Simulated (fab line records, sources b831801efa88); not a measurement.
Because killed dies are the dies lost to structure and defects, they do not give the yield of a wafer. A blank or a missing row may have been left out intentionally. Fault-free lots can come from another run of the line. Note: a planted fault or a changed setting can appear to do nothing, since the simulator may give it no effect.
One fault through the eyes of 2 desks ; flow gf180mcu ; numbers are kept per desk, each desk with only its own; the story behind them comes last

== AT THE TOOL OWNER'S DESK: pvd sputter-02 ==
The tool's own readings at GF_SALICIDE_SPUTTER_02 (material Co, target thk 10 nm, time 20 s): means of the sampled wafers that have a number, for each lot that ran on this tool. The brackets show how far a lot's mean lies from the usual mean; more than 4 standard deviations puts the lot out of limits, marked OUT.
Columns: A = throttle valve pct at GF_SALICIDE_SPUTTER_02, usual 30.0 %
lot;first seen here;A
L962;day 15 07:30;29.3
L964;day 15 21:25;31.0
L969;day 18 03:52;30.2
L970;day 18 09:07;30.0
L971;day 19 01:49;29.3
L974;day 19 16:30;29.1
L983;day 22 17:22;28.9
L985;day 23 09:37;30.3
Result from this desk: across the 8 lots, nothing is out of limits.

== THE METROLOGY DESK ==
Means of the sampled wafers that have a number, per lot and without regard to the tool the lot ran on: this is what the gauges read. The brackets show how far a lot's mean lies from the usual mean; more than 4 standard deviations puts the lot out of limits, marked OUT.
Columns: A = V5_CVD_00_THK at GF_V5_THK_MEAS_01, usual 300.9 nm; B = cd nm at GF_V5_CD_MEAS_14, usual 259.9 nm
lot;first seen here;A;B
L962;day 26 17:13;303.0;257.6
L964;day 27 01:14;297.5;261.6
L967;day 28 18:11;302.0;258.8
L968;day 28 22:23;299.6;259.4
L969;day 29 03:52;303.8;261.2
L970;day 29 06:44;299.9;260.3
L971;day 29 19:31;296.2;258.7
L972;day 29 21:16;300.3;261.2
L974;day 30 07:34;303.7;261.4
L981;day 32 07:49;300.3;258.6
L982;day 32 08:53;301.0;257.8
L983;day 32 13:19;298.4;261.0
L984;day 32 19:13;300.5;261.6
L985;day 33 01:50;302.9;261.2
Result from this desk: across the 14 lots, nothing is out of limits.

== TAKEN TOGETHER ==
The desk of the tool owner found nothing out of limits.
The metrology desk saw nothing out of limits.

== WHAT WAS PUT IN BY THE SIMULATOR ==
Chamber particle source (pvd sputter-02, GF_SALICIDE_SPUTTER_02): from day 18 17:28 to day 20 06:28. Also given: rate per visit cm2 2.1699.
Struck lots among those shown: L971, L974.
